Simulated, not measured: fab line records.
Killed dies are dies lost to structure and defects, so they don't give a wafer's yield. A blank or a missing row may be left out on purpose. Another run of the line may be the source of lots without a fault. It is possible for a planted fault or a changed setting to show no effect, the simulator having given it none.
fab line records ; flow gf180mcu
record: lots: 13; wafers: 39; last_day: 34
route steps=602 shown POLY_GATE@171 HV_LDD@228 NSD@245
lots with no fault: from the same line, run without faults
start_h: start of the lot's first displayed wafer, in hours after the record's first day ; wait_h: hours from the lot's prior step to this one ; " the same as in the row above ; L1.1+2: a single row standing in for several wafers ; - no value, or no start given ; * or withheld: withheld ; < > ~ a bound
route shown NAME@n: NAME is a module with steps in the file, n the number in the route of the first one ; usual: the fault-free wafers' mean and standard deviation ; same: alike in all rows ; chamber/n: place in a boat ; sites: per-site readings ; _std_site: the standard deviation of these ; _edge_site: the outer-site mean with the inner-site mean subtracted ; radius_mm: for every site, how far away it sits from the centre of the wafer ; mask NAME#n: copy n ; behind: the tool/chamber that last shaped the wafer ; hold: what put the lot on hold/how long, in hours/how the hold closed ; device: names the non-switching transistor (n, p or np) ; end of line: at the end of the route, the tests of the same wafers ; a step without rows: its recipe alone ; killed: not the wafer's yield, but the dies lost to structure and defects at the first sort ; map: per-die view of a wafer (x killed, . not killed, _ where there is no die)
set.NAME: the setting the step ran with; set.NAME@STEP: the setting that earlier step ran with ; model.NAME: the simulator's own value behind a step, which no gauge read
a sample of lots followed through the steps of the route, with each step as a table and each wafer as a row
services: from which hour (start_h, from the record's first day; less than 0 if before it) a tool's chamber was out of use, for how many hours, and why
== steps ==
step: GF_POLY_GATE_STRIP_14
recipe: chemistry: O2/N2; power_w: 1400; pressure_mtorr: 1500; platen_temp_c: 250; o2_flow_sccm: 3000; n2_flow_sccm: 300; overash_fraction: 0.5
usual: drypump_motor_current_A: 5.7/0.47; heater_power_w: 335/22; oes_product_au: 0.505/0.0045
lot.wafer;tool;chamber;start_h;wait_h;drypump_motor_current_A;heater_power_w;oes_product_au;rf_hours_counter_h
L664.2;plasma_asher-04;1;220.31;0.0;5.4;355;0.500;11
L664.3;plasma_asher-04;0;220.31;0.0;5.6;325;0.511;-
L664.5;plasma_asher-04;1;220.31;0.0;5.4;357;0.500;-
L665.4;plasma_asher-03;1;231.27;0.1;6.0;312;0.503;-
L665.5;plasma_asher-03;0;231.27;0.1;5.2;323;0.513;-
L665.6;plasma_asher-03;1;231.27;0.1;6.0;309;0.506;-
L667.1;plasma_asher-03;1;242.60;0.0;6.0;305;0.497;57
L667.3;plasma_asher-03;0;242.60;0.0;5.2;326;0.503;-
L667.5;plasma_asher-03;0;242.60;0.0;5.2;325;0.502;-
L670.1;plasma_asher-02;1;259.79;0.0;5.6;374;0.505;59
L670.3;plasma_asher-02;1;259.79;0.0;5.6;367;0.503;-
L670.6;plasma_asher-02;0;259.79;0.0;6.6;332;0.506;-
L672.1;plasma_asher-03;0;278.50;0.0;5.2;318;0.501;61
L672.4;plasma_asher-03;1;278.50;0.0;6.0;303;0.509;-
L672.5;plasma_asher-03;1;278.50;0.0;5.9;309;0.498;-
L675.2;plasma_asher-03;0;300.14;0.0;5.2;326;0.507;63
L675.4;plasma_asher-03;1;300.14;0.0;6.0;310;0.497;-
L675.5;plasma_asher-03;0;300.14;0.0;5.2;328;0.507;-
L676.4;plasma_asher-04;0;310.37;0.0;5.6;338;0.507;-
L676.5;plasma_asher-04;1;310.37;0.0;5.4;349;0.498;-
L676.6;plasma_asher-04;0;310.37;0.0;5.6;324;0.497;-
L677.3;plasma_asher-02;0;315.89;0.1;6.6;335;0.502;-
L677.5;plasma_asher-02;1;315.89;0.1;5.6;366;0.504;-
L677.6;plasma_asher-02;0;315.89;0.1;6.6;343;0.506;-
L680.2;plasma_asher-02;1;333.65;0.0;5.6;374;0.507;67
L680.4;plasma_asher-02;0;333.65;0.0;6.6;328;0.503;-
L680.5;plasma_asher-02;0;333.65;0.0;6.6;342;0.502;-
L681.2;plasma_asher-02;1;341.38;0.0;5.6;375;0.514;68
L681.3;plasma_asher-02;1;341.38;0.0;5.6;376;0.503;-
L681.4;plasma_asher-02;0;341.38;0.0;6.6;337;0.506;-
L682.2;plasma_asher-02;1;348.61;0.0;5.6;380;0.500;68
L682.5;plasma_asher-02;0;348.61;0.0;6.6;345;0.505;-
L682.6;plasma_asher-02;1;348.61;0.0;5.6;380;0.510;-
L683.1;plasma_asher-04;1;354.60;0.0;5.4;351;0.505;23
L683.2;plasma_asher-04;0;354.60;0.0;5.6;327;0.506;23
L683.3;plasma_asher-04;1;354.60;0.0;5.4;350;0.509;-
L684.2;plasma_asher-04;0;364.43;0.0;5.7;331;0.519;24
L684.5;plasma_asher-04;1;364.43;0.0;5.4;345;0.509;-
L684.6;plasma_asher-04;0;364.43;0.0;5.6;324;0.503;-
step: GF_POLY_GATE_CD_MEAS_18
usual: cd_nm: 279.6/1.8
lot.wafer;tool;chamber;start_h;wait_h;cd_nm
L664.2;cd_sem-02;-;222.90;0.1;279.7
L664.3;cd_sem-02;-;222.90;0.1;279.6
L664.5;cd_sem-02;-;222.90;0.1;282.4
L665.4;cd_sem-02;-;232.78;0.1;279.1
L665.5;cd_sem-02;-;232.78;0.1;278.4
L665.6;cd_sem-02;-;232.78;0.1;278.9
L667.1;cd_sem-01;-;244.06;0.1;280.8
L667.3;cd_sem-01;-;244.06;0.1;281.6
L667.5;cd_sem-01;-;244.06;0.1;279.7
L670.1;cd_sem-01;-;261.25;0.1;281.0
L670.3;cd_sem-01;-;261.25;0.1;282.8
L670.6;cd_sem-01;-;261.25;0.1;279.8
L672.1;cd_sem-02;-;285.04;0.2;279.6
L672.4;cd_sem-02;-;285.04;0.2;278.0
L672.5;cd_sem-02;-;285.04;0.2;277.7
L675.2;cd_sem-01;-;302.71;0.1;279.4
L675.4;cd_sem-01;-;302.71;0.1;279.0
L675.5;cd_sem-01;-;302.71;0.1;278.4
L676.4;cd_sem-01;-;312.61;0.1;280.4
L676.5;cd_sem-01;-;312.61;0.1;279.8
L676.6;cd_sem-01;-;312.61;0.1;280.5
L677.3;cd_sem-01;-;319.93;0.1;281.6
L677.5;cd_sem-01;-;319.93;0.1;278.1
L677.6;cd_sem-01;-;319.93;0.1;280.7
L680.2;cd_sem-01;-;335.14;0.1;279.7
L680.4;cd_sem-01;-;335.14;0.1;277.4
L680.5;cd_sem-01;-;335.14;0.1;276.6
L681.2;cd_sem-01;-;342.87;0.1;278.3
L681.3;cd_sem-01;-;342.87;0.1;277.4
L681.4;cd_sem-01;-;342.87;0.1;278.4
L682.2;cd_sem-01;-;350.09;0.1;279.0
L682.5;cd_sem-01;-;350.09;0.1;279.1
L682.6;cd_sem-01;-;350.09;0.1;278.2
L683.1;cd_sem-02;-;359.67;0.1;282.9
L683.2;cd_sem-02;-;359.67;0.1;279.7
L683.3;cd_sem-02;-;359.67;0.1;278.8
L684.2;cd_sem-01;-;365.92;0.1;281.8
L684.5;cd_sem-01;-;365.92;0.1;282.9
L684.6;cd_sem-01;-;365.92;0.1;279.0
step: GF_HV_LDD_RTA_52
recipe: temp_c: 1000; time_s: 10; ambient: N2
usual: lamp_power_pct: 31.1/1.5; wafer_temp_C_max: 1005.3/1.4
lot.wafer;tool;chamber;start_h;wait_h;lamp_power_pct;wafer_temp_C_max
L664.2;rtp_anneal-01;0;299.43;0.0;32.9;1003.4
L664.3;rtp_anneal-01;0;299.43;0.0;32.9;1004.0
L664.5;rtp_anneal-01;0;299.43;0.0;32.9;1005.2
L665.4;rtp_anneal-02;0;311.50;0.0;29.8;1005.3
L665.5;rtp_anneal-02;0;311.50;0.0;29.8;1006.4
L665.6;rtp_anneal-02;0;311.50;0.0;29.8;1005.4
L667.1;rtp_anneal-02;0;322.87;0.0;29.8;1007.6
L667.3;rtp_anneal-02;0;322.87;0.0;29.8;1007.6
L667.5;rtp_anneal-02;0;322.87;0.0;29.8;1005.9
L670.1;rtp_anneal-01;0;343.47;0.0;32.9;1004.2
L670.3;rtp_anneal-01;0;343.47;0.0;32.9;1005.3
L670.6;rtp_anneal-01;0;343.47;0.0;32.9;1003.5
L672.1;rtp_anneal-02;0;370.50;0.0;29.8;1006.7
L672.4;rtp_anneal-02;0;370.50;0.0;29.8;1004.9
L672.5;rtp_anneal-02;0;370.50;0.0;29.8;1003.6
L675.2;rtp_anneal-01;0;390.62;0.0;32.9;1004.3
L675.4;rtp_anneal-01;0;390.62;0.0;32.9;1003.7
L675.5;rtp_anneal-01;0;390.62;0.0;32.9;1004.0
L676.4;rtp_anneal-02;0;401.73;0.0;29.8;1007.3
L676.5;rtp_anneal-02;0;401.73;0.0;29.8;1005.1
L676.6;rtp_anneal-02;0;401.73;0.0;29.8;1006.8
L677.3;rtp_anneal-02;0;410.22;0.0;29.8;1007.4
L677.5;rtp_anneal-02;0;410.22;0.0;29.8;1004.9
L677.6;rtp_anneal-02;0;410.22;0.0;29.8;1006.1
L680.2;rtp_anneal-02;0;427.36;0.0;29.8;1005.8
L680.4;rtp_anneal-02;0;427.36;0.0;29.8;1006.9
L680.5;rtp_anneal-02;0;427.36;0.0;29.8;1007.9
L681.2;rtp_anneal-01;0;437.52;0.0;32.9;1004.6
L681.3;rtp_anneal-01;0;437.52;0.0;32.8;1004.2
L681.4;rtp_anneal-01;0;437.52;0.0;32.9;1003.5
L682.2;rtp_anneal-02;0;444.08;0.0;29.8;1005.8
L682.5;rtp_anneal-02;0;444.08;0.0;29.8;1006.2
L682.6;rtp_anneal-02;0;444.08;0.0;29.8;1005.3
L683.1;rtp_anneal-01;0;456.51;0.0;32.9;1003.4
L683.2;rtp_anneal-01;0;456.51;0.0;32.9;1003.0
L683.3;rtp_anneal-01;0;456.51;0.0;32.9;1003.5
L684.2;rtp_anneal-01;0;462.86;0.0;32.9;1004.1
L684.5;rtp_anneal-01;0;462.86;0.0;32.9;1003.8
L684.6;rtp_anneal-01;0;462.86;0.0;32.9;1005.0
step: GF_NSD_IMPLANT_10
recipe: species: P; energy_kev: 40; dose_cm2: 5e+14; tilt_deg: 7
usual: beam_energy_keV: 39.999/0.012; tilt_deg: 6.998/0.019
lot.wafer;tool;chamber;start_h;wait_h;beam_energy_keV;tilt_deg
L664.2;implanter-01;0;322.50;0.1;40.011;6.990
L664.3;implanter-01;0;322.50;0.1;40.014;7.034
L664.5;implanter-01;0;322.50;0.1;40.010;7.010
L665.4;implanter-02;0;335.70;0.1;39.987;7.002
L665.5;implanter-02;0;335.70;0.1;40.014;7.012
L665.6;implanter-02;0;335.70;0.1;40.013;7.005
L667.1;implanter-01;0;349.56;0.1;39.998;6.978
L667.3;implanter-01;0;349.56;0.1;39.994;6.972
L667.5;implanter-01;0;349.56;0.1;39.980;6.987
L670.1;implanter-03;0;367.83;0.1;39.995;6.964
L670.3;implanter-03;0;367.83;0.1;40.020;7.017
L670.6;implanter-03;0;367.83;0.1;39.999;7.010
L672.1;implanter-03;0;396.62;0.1;39.988;7.011
L672.4;implanter-03;0;396.62;0.1;40.020;6.986
L672.5;implanter-03;0;396.62;0.1;40.018;7.026
L675.2;implanter-01;0;416.87;0.1;39.995;6.973
L675.4;implanter-01;0;416.87;0.1;39.992;6.979
L675.5;implanter-01;0;416.87;0.1;40.002;6.988
L676.4;implanter-03;0;429.05;0.1;40.014;7.002
L676.5;implanter-03;0;429.05;0.1;39.996;6.990
L676.6;implanter-03;0;429.05;0.1;39.992;6.993
L677.3;implanter-01;0;437.76;0.1;39.978;7.001
L677.5;implanter-01;0;437.76;0.1;39.977;7.002
L677.6;implanter-01;0;437.76;0.1;39.978;7.027
L680.2;implanter-01;0;455.42;0.1;45.420;6.979
L680.4;implanter-01;0;455.42;0.1;45.426;6.940
L680.5;implanter-01;0;455.42;0.1;45.426;6.965
L681.2;implanter-01;0;464.82;0.1;45.438;6.983
L681.3;implanter-01;0;464.82;0.1;45.438;6.985
L681.4;implanter-01;0;464.82;0.1;45.432;7.004
L682.2;implanter-03;0;470.82;0.1;39.989;6.973
L682.5;implanter-03;0;470.82;0.1;39.995;7.016
L682.6;implanter-03;0;470.82;0.1;39.984;7.004
L683.1;implanter-02;0;484.28;0.1;39.995;7.013
L683.2;implanter-02;0;484.28;0.1;39.989;7.038
L683.3;implanter-02;0;484.28;0.1;39.977;7.003
L684.2;implanter-03;0;490.18;0.1;39.992;7.008
L684.5;implanter-03;0;490.18;0.1;39.996;7.013
L684.6;implanter-03;0;490.18;0.1;40.016;7.001
step: GF_NSD_STRIP_11
recipe: chemistry: O2/N2; power_w: 1400; pressure_mtorr: 1500; platen_temp_c: 250; o2_flow_sccm: 3000; n2_flow_sccm: 300; overash_fraction: 0.5
usual: drypump_motor_current_A: 5.7/0.48; heater_power_w: 342/18; oes_product_au: 0.487/0.0047; strip_time_to_endpoint_s: 22.97/0.041
lot.wafer;tool;chamber;start_h;wait_h;drypump_motor_current_A;heater_power_w;oes_product_au;rf_hours_counter_h;strip_time_to_endpoint_s
L664.2;plasma_asher-01;0;322.63;0.1;5.7;311;0.486;54;22.99
L664.3;plasma_asher-01;1;322.63;0.1;5.1;331;0.487;-;22.98
L664.5;plasma_asher-01;1;322.63;0.1;5.1;339;0.483;-;22.98
L665.4;plasma_asher-02;0;335.81;0.1;6.6;335;0.484;-;23.00
L665.5;plasma_asher-02;1;335.81;0.1;5.6;372;0.485;-;22.99
L665.6;plasma_asher-02;0;335.81;0.1;6.6;343;0.486;-;22.97
L667.1;plasma_asher-01;1;349.71;0.1;5.1;343;0.491;58;23.03
L667.3;plasma_asher-01;1;349.71;0.1;5.1;331;0.485;-;23.06
L667.5;plasma_asher-01;1;349.71;0.1;5.1;342;0.496;-;23.05
L670.1;plasma_asher-04;1;367.98;0.1;5.4;344;0.487;24;22.97
L670.3;plasma_asher-04;0;367.98;0.1;5.7;335;0.493;-;22.94
L670.6;plasma_asher-04;1;367.98;0.1;5.4;345;0.487;-;22.90
L672.1;plasma_asher-02;0;396.77;0.1;6.6;335;0.474;73;22.96
L672.4;plasma_asher-02;1;396.77;0.1;5.6;374;0.492;-;23.00
L672.5;plasma_asher-02;0;396.77;0.1;6.6;347;0.486;-;23.00
L675.2;plasma_asher-02;1;417.00;0.1;5.6;370;0.485;75;22.99
L675.4;plasma_asher-02;0;417.00;0.1;6.6;336;0.491;-;23.03
L675.5;plasma_asher-02;1;417.00;0.1;5.6;364;0.495;-;23.02
L676.4;plasma_asher-01;0;429.16;0.1;5.7;319;0.485;-;22.99
L676.5;plasma_asher-01;0;429.16;0.1;5.7;317;0.476;-;22.97
L676.6;plasma_asher-01;1;429.16;0.1;5.1;344;0.488;-;22.98
L677.3;plasma_asher-04;1;437.89;0.1;5.4;354;0.482;-;22.96
L677.5;plasma_asher-04;0;437.89;0.1;5.7;333;0.489;-;23.03
L677.6;plasma_asher-04;1;437.89;0.1;5.4;350;0.485;-;22.99
L680.2;plasma_asher-01;1;455.55;0.1;5.1;332;0.488;69;23.19
L680.4;plasma_asher-01;0;455.55;0.1;5.7;314;0.477;-;23.22
L680.5;plasma_asher-01;1;455.55;0.1;5.1;338;0.479;-;23.22
L681.2;plasma_asher-04;1;464.95;0.1;5.4;352;0.473;36;23.28
L681.3;plasma_asher-04;1;464.95;0.1;5.4;346;0.486;-;23.21
L681.4;plasma_asher-04;0;464.95;0.1;5.7;331;0.487;-;23.30
L682.2;plasma_asher-02;0;470.95;0.1;6.6;333;0.489;4;23.00
L682.5;plasma_asher-02;1;470.95;0.1;5.6;365;0.488;-;22.96
L682.6;plasma_asher-02;0;470.95;0.1;6.6;331;0.487;-;22.95
L683.1;plasma_asher-02;0;484.43;0.1;6.6;350;0.484;6;22.98
L683.2;plasma_asher-02;1;484.43;0.1;5.6;363;0.473;6;22.98
L683.3;plasma_asher-02;0;484.43;0.1;6.6;327;0.493;-;22.93
L684.2;plasma_asher-04;1;490.31;0.1;5.4;343;0.488;38;22.96
L684.5;plasma_asher-04;1;490.31;0.1;5.4;335;0.486;-;22.97
L684.6;plasma_asher-04;0;490.31;0.1;5.6;345;0.488;-;22.93
== services ==
tool;chamber;start_h;hours;kind
implanter-02;-;231.95;3.4;repair
plasma_asher-02;-;233.44;1.7;repair
plasma_asher-01;-;249.87;0.9;repair
rtp_anneal-02;-;282.79;3.3;pm
implanter-03;-;289.66;3.0;repair
plasma_asher-04;-;316.80;2.0;repair
rtp_anneal-01;-;333.68;3.9;pm
implanter-01;-;336.28;2.4;repair
implanter-01;-;338.69;2.1;pm
plasma_asher-04;-;340.27;12.8;repair
implanter-01;-;350.46;2.7;repair
implanter-02;-;356.04;2.2;repair
plasma_asher-02;-;380.61;9.0;repair
plasma_asher-03;-;396.89;0.3;repair
plasma_asher-01;-;407.81;2.9;repair
implanter-01;-;420.99;4.3;pm
plasma_asher-02;-;421.25;9.0;pm
plasma_asher-03;-;421.67;2.8;pm
plasma_asher-04;-;428.91;0.6;repair
implanter-03;-;450.89;2.1;repair
plasma_asher-03;-;455.25;0.6;repair
plasma_asher-04;-;467.16;5.3;repair
implanter-03;-;476.29;5.9;pm
plasma_asher-01;-;478.44;15.6;pm
== key ==
first_sign: step: GF_NSD_IMPLANT_10; reading: beam_energy_keV; direction: up; sigmas: 99+; usual: 39.999; struck: 45.430
effect: step: GF_NSD_STRIP_11; reading: strip_time_to_endpoint_s; direction: up; sigmas: 6.5; usual: *; struck: *
met_at GF_NSD_IMPLANT_10
struck_lots L680,L681
rows_end L680.4,L681.4
tester_left_out L680,L681
not_acting_at GF_POLY_GATE_STRIP_14,GF_POLY_GATE_CD_MEAS_18,GF_HV_LDD_RTA_52
onset_between 437.76 455.42
fault: kind: process_parameter_drift; tool: implanter-01; chamber: -; onset_h: 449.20; steps: GF_NSD_IMPLANT_10; channel: energy_kev; offset: 5.4276; shape: step; end_h: 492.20; acts_in: these_recipes_only; stated: 40
tester_left_out: of these lots the tester's yield and bins aren't shown, on N5 and GAA mostly nor the transistor test; their killed dies are dies lost to structure and defects alone, not to doping, threshold or leakage, so they don't give the yield
rows_end: these wafers met a further fault down the route, and their rows from its step on are left out
